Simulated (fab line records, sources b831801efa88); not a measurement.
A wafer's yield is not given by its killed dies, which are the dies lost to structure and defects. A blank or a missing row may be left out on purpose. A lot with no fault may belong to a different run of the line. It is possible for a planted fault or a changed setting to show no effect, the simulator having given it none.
fab line records	flow gf180mcu
[record] lots = 6	wafers = 18	lastDay = 33
route steps=602 shown M4@457
lots with no fault: from the same line, run without faults
startH: hours from the record's opening day to when the first of the lot's shown wafers began	waitH: hours elapsed since this lot's preceding step	" same as the row above	L1.1+2: a row that stands for several wafers	- no value present, or no start provided	* or withheld: withheld	< > ~ a bound
route shown NAME@n: names a module that has steps shown in the file, with the first one's number in the route	usual: mean/standard deviation of fault-free wafers	same: alike in all rows	chamber/n: place in a boat	sites: the reading at each site	_std_site: standard deviation of those values	_edge_site: outer sites' mean less inner sites'	radiusMm: how far each site lies from the wafer's centre	mask NAME#n: copy n	behind: tool/chamber where the wafer was last shaped	hold: the reason the lot was held/the length of the hold in hours/how it ended	device: the n, p or np transistor that did not switch	end of line: the same wafers' tests at the end of the route	for a step that has no rows: nothing shown but its recipe	killed: count of dies lost to structure and defects at first sort (not the wafer's yield)	map: a wafer's dies, marking killed ones x, the rest . and places with no die _
set.NAME: the run value of the setting; set.NAME@STEP: its run value at that earlier step	model.NAME: the simulator's own value behind a step, which no gauge read
lots at selected steps of the route; one table per step, one row per wafer
services: the hour from which a tool's chamber was out of use, counted from the record's first day as startH (under 0 if before that day), plus the number of hours and why
[[steps]]
[step GF_M4_SPUTTER_01]
[recipe] material = TiN	targetThkNm = 30	powerW = 6500	timeS = 25	chamberPressurePa = 0.4
[usual] chamberPressurePa = 0.4000/0.00081	throttleValvePct = 30.1/1
lot.wafer	tool	chamber	startH	waitH	chamberPressurePa	throttleValvePct
L308.1	pvdSputter-02	-	511.75	0.1	0.4014	31.7
L308.4	"	-	"	"	0.4003	28.9
L308.6	"	-	"	"	0.4009	28.7
L313.1	pvdSputter-04	-	558.01	0.1	0.4009	30.1
L313.4	"	-	"	"	0.4005	29.8
L313.6	"	-	"	"	0.3999	28.7
L314.1	pvdSputter-02	-	563.84	0.1	0.4005	28.7
L314.2	"	-	"	"	0.4011	31.4
L314.5	"	-	"	"	0.3999	31.4
L324.3	pvdSputter-04	-	647.69	0.1	0.3998	29.8
L324.4	"	-	"	"	0.4010	31.2
L324.6	"	-	"	"	0.4016	28.7
L326.2	pvdSputter-03	-	660.46	0.1	0.4006	28.2
L326.3	"	-	"	"	0.3993	30.5
L326.6	"	-	"	"	0.4013	31.5
L328.2	pvdSputter-04	-	671.95	0.1	0.4001	28.7
L328.3	"	-	"	"	0.3997	30.0
L328.5	"	-	"	"	0.3995	30.9
[step GF_M4_SPUTTER_02]
[recipe] material = AlCu	targetThkNm = 450	powerW = 10600	timeS = 23.9	chamberPressurePa = 0.4
[usual] chamberPressurePa = 0.3999/0.0008	throttleValvePct = 30.2/1
lot.wafer	tool	chamber	startH	waitH	chamberPressurePa	throttleValvePct
L308.1	pvdSputter-02	-	511.78	0.0	0.3987	31.6
L308.4	"	-	"	"	0.3987	28.6
L308.6	"	-	"	"	0.4004	28.9
L313.1	pvdSputter-04	-	558.04	0.0	0.4001	30.0
L313.4	"	-	"	"	0.3998	29.8
L313.6	"	-	"	"	0.4001	28.6
L314.1	pvdSputter-02	-	563.87	0.0	0.3999	28.6
L314.2	"	-	"	"	0.4012	31.6
L314.5	"	-	"	"	0.4013	31.4
L324.3	pvdSputter-04	-	647.72	0.0	0.3983	30.2
L324.4	"	-	"	"	0.4007	31.1
L324.6	"	-	"	"	0.3995	28.8
L326.2	pvdSputter-03	-	660.49	0.0	0.3993	28.5
L326.3	"	-	"	"	0.4005	30.5
L326.6	"	-	"	"	0.3990	31.5
L328.2	pvdSputter-04	-	671.98	0.0	0.3986	28.9
L328.3	"	-	"	"	0.4012	30.1
L328.5	"	-	"	"	0.3998	31.0
[step GF_M4_SPUTTER_03]
[recipe] material = Ti	targetThkNm = 10	substrateTempC = 300	chamberPressurePa = 0.3	powerW = 3000	timeS = 6.7
[usual] chamberPressurePa = 0.2999/0.00059	throttleValvePct = 30.1/1
lot.wafer	tool	chamber	startH	waitH	chamberPressurePa	throttleValvePct
L308.1	pvdSputter-02	-	511.81	0.0	0.3002	31.5
L308.4	"	-	"	"	0.2999	28.7
L308.6	"	-	"	"	0.3005	28.7
L313.1	pvdSputter-04	-	558.07	0.0	0.2996	29.9
L313.4	"	-	"	"	0.2995	30.2
L313.6	"	-	"	"	0.3001	28.6
L314.1	pvdSputter-02	-	563.90	0.0	0.2996	28.7
L314.2	"	-	"	"	0.3008	31.5
L314.5	"	-	"	"	0.3000	31.5
L324.3	pvdSputter-04	-	647.75	0.0	0.3004	29.7
L324.4	"	-	"	"	0.2997	31.2
L324.6	"	-	"	"	0.2997	28.8
L326.2	pvdSputter-03	-	660.52	0.0	0.2999	28.5
L326.3	"	-	"	"	0.3001	30.5
L326.6	"	-	"	"	0.2984	31.5
L328.2	pvdSputter-04	-	672.01	0.0	0.3000	28.8
L328.3	"	-	"	"	0.3004	29.9
L328.5	"	-	"	"	0.3007	31.0
[step GF_M4_SPUTTER_04]
[recipe] material = TiN	targetThkNm = 50	powerW = 6500	timeS = 41.7	chamberPressurePa = 0.4
[usual] chamberPressurePa = 0.3999/0.00079	throttleValvePct = 30.2/1
lot.wafer	tool	chamber	startH	waitH	chamberPressurePa	throttleValvePct
L308.1	pvdSputter-02	-	511.83	0.0	0.4014	31.3
L308.4	"	-	"	"	0.3997	28.8
L308.6	"	-	"	"	0.3988	28.6
L313.1	pvdSputter-04	-	558.09	0.0	0.4007	29.8
L313.4	"	-	"	"	0.4008	30.0
L313.6	"	-	"	"	0.4002	28.9
L314.1	pvdSputter-02	-	563.92	0.0	0.4009	28.7
L314.2	"	-	"	"	0.3995	31.5
L314.5	"	-	"	"	0.4006	31.6
L324.3	pvdSputter-04	-	647.77	0.0	0.3996	29.9
L324.4	"	-	"	"	0.4000	30.8
L324.6	"	-	"	"	0.3993	28.9
L326.2	pvdSputter-03	-	660.54	0.0	0.3983	28.3
L326.3	"	-	"	"	0.4000	30.5
L326.6	"	-	"	"	0.4005	31.4
L328.2	pvdSputter-04	-	672.03	0.0	0.4004	28.7
L328.3	"	-	"	"	0.3989	30.1
L328.5	"	-	"	"	0.4009	30.8
[step GF_M4_RS_MEAS_05]
[recipe] thkMeasGauge = four-point-probe	reads = TiN_of_M4_SPUTTER_04+Ti_of_M4_SPUTTER_03+AlCu_of_M4_SPUTTER_02+TiN_of_M4_SPUTTER_01+Ti_of_M4_SPUTTER_00
[usual] M4_ALCU_RS = 0.0696/0.0008
lot.wafer	tool	chamber	startH	waitH	M4_ALCU_RS[ohm/sq]
L308.1	filmMetro-02	-	511.87	0.0	0.0698
L308.4	"	-	"	"	0.0690
L308.6	"	-	"	"	0.0696
L313.1	filmMetro-04	-	558.13	0.0	0.0696
L313.4	"	-	"	"	0.0698
L313.6	"	-	"	"	0.0697
L314.1	filmMetro-04	-	563.96	0.0	0.0695
L314.2	"	-	"	"	0.0701
L314.5	"	-	"	"	0.0700
L324.3	filmMetro-02	-	647.85	0.1	0.0698
L324.4	"	-	"	"	0.0690
L324.6	"	-	"	"	0.0695
L326.2	filmMetro-04	-	660.60	0.0	0.0701
L326.3	"	-	"	"	0.0704
L326.6	"	-	"	"	0.0695
L328.2	filmMetro-04	-	672.09	0.0	0.0695
L328.3	"	-	"	"	0.0690
L328.5	"	-	"	"	0.0695
[step GF_M4_THK_MEAS_06]
[recipe] thkMeasGauge = xrf	reads = AlCu_of_M4_SPUTTER_02
[usual] M4_ALCU_THK = 448/5.7
lot.wafer	tool	chamber	startH	waitH	M4_ALCU_THK[nm]
L308.1	filmMetro-02	-	511.99	0.1	453
L308.4	"	-	"	"	456
L308.6	"	-	"	"	454
L313.1	filmMetro-04	-	558.25	0.1	443
L313.4	"	-	"	"	444
L313.6	"	-	"	"	448
L314.1	filmMetro-04	-	564.08	0.1	446
L314.2	"	-	"	"	443
L314.5	"	-	"	"	443
L324.3	filmMetro-02	-	647.95	0.1	450
L324.4	"	-	"	"	453
L324.6	"	-	"	"	453
L326.2	filmMetro-04	-	660.71	0.1	446
L326.3	"	-	"	"	446
L326.6	"	-	"	"	451
L328.2	filmMetro-04	-	672.20	0.1	444
L328.3	"	-	"	"	448
L328.5	"	-	"	"	446
[step GF_M4_DEHYDRATE_07]
[recipe] tempC = 200	timeS = 60
[step GF_M4_HMDS_08]
[recipe] primeTimeS = 60	primeTempC = 120
[step GF_M4_COAT_09]
[recipe] resist = KrF	spinRpm = withheld	resistThkNm = 1000
[step GF_M4_SOFTBAKE_10]
[recipe] tempC = 130	timeS = 60	resist = KrF
[step GF_M4_EXPOSE_11]
[recipe] maskId = Metal4	targetCdNm = 280	na = 0.68	sourceShape = conventional	sigmaOuter = 0.6	doseMj = 28
[step GF_M4_PEB_12]
[recipe] pebTempC = 135	pebTimeS = 90	resist = KrF
[step GF_M4_DEVELOP_13]
[recipe] developTimeS = 60	devTempC = 21
[usual] chillPlateTempC = 23.00/0.097	developTimeS = 60/0
lot.wafer	tool	chamber	startH	waitH	chillPlateTempC	developTimeS	model.KrF_of_M4_COAT_09.thkNm
L308.1	lithoTrack-03	0	534.99	0.2	22.99	60	988.4
L308.4	"	0	"	"	23.06	60	985.1
L308.6	"	0	"	"	23.18	60	985.5
L313.1	lithoTrack-03	-	579.84	0.2	-	-	1003
L313.4	"	-	"	"	-	-	1001
L313.6	"	-	"	"	-	-	1001
L314.1	lithoTrack-03	-	585.39	0.2	-	-	1003
L314.2	"	-	"	"	-	-	1006
L314.5	"	-	"	"	-	-	1002
L324.3	lithoTrack-03	0	667.69	0.1	23.01	60	981.6
L324.4	"	0	"	"	22.90	60	980.3
L324.6	"	0	"	"	23.04	60	984.5
L326.2	lithoTrack-03	0	679.36	0.2	22.90	60	984.9
L326.3	"	0	"	"	22.96	60	985.5
L326.6	"	0	"	"	23.03	60	980.6
L328.2	lithoTrack-01	0	691.27	0.2	23.12	60	984.5
L328.3	"	0	"	"	23.18	60	984
L328.5	"	0	"	"	23.16	60	980.6
[step GF_M4_CD_MEAS_14]
[recipe] targetCdNm = 280
[usual] cdNm = 280.0/1
lot.wafer	tool	chamber	startH	waitH	cdNm
L308.1	cdSem-02	-	535.14	0.1	280.6
L308.4	"	-	"	"	282.1
L308.6	"	-	"	"	281.5
L313.1	cdSem-02	-	579.99	0.1	-
L313.4	"	-	"	"	-
L313.6	"	-	"	"	-
L314.1	cdSem-02	-	585.54	0.1	-
L314.2	"	-	"	"	-
L314.5	"	-	"	"	-
L324.3	cdSem-02	-	667.83	0.1	279.2
L324.4	"	-	"	"	279.1
L324.6	"	-	"	"	279.6
L326.2	cdSem-02	-	679.51	0.1	279.8
L326.3	"	-	"	"	279.6
L326.6	"	-	"	"	278.1
L328.2	cdSem-01	-	691.41	0.1	278.2
L328.3	"	-	"	"	279.4
L328.5	"	-	"	"	279.2
[[services]]
tool	chamber	startH	hours	kind
pvdSputter-02	-	533.96	1.3	repair
pvdSputter-04	1	550.82	-	consumableReplace:kit
pvdSputter-04	1	550.82	18.0	scheduledDown
pvdSputter-04	1	550.82	18.0	ventCycle
pvdSputter-03	-	615.18	11.3	repair
pvdSputter-04	0	647.81	-	consumableReplace:kit
pvdSputter-04	0	647.81	18.0	scheduledDown
pvdSputter-04	0	647.81	18.0	ventCycle
pvdSputter-02	3	672.48	-	consumableReplace:kit
pvdSputter-02	3	672.48	18.0	scheduledDown
pvdSputter-02	3	672.48	18.0	ventCycle
pvdSputter-02	-	690.74	18.4	repair
[[key]]
[firstSign] step = GF_M4_DEVELOP_13	reading = toolRecord	direction = missing
effect none on later readings
[modelEffect] step = GF_M4_DEVELOP_13	value = KrF_of_M4_COAT_09.thkNm	without = 987.5	struck = 1002
metAt GF_M4_DEVELOP_13
struckWafers L313.1,L313.4,L313.6,L314.1,L314.2,L314.5
laterRowsLeftOut L313.1,L313.4,L313.6,L314.1,L314.2,L314.5
sortLeftOut L313.1,L313.4,L313.6,L314.1,L314.2,L314.5
onsetBetween 534.99 579.84
[fault] kind = skippedStepWhole	tool = lithoTrack-03	chamber = -	onsetH = 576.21	steps = GF_M4_DEVELOP_13	scope = struckLotsOnly
// sortLeftOut: the simulated sort isn't trusted on such a fault, so these wafers' sort isn't shown, and their yield isn't known
// laterRowsLeftOut: the simulator's readings of these wafers behind a module that went badly wrong aren't trusted and aren't shown, but for the sort
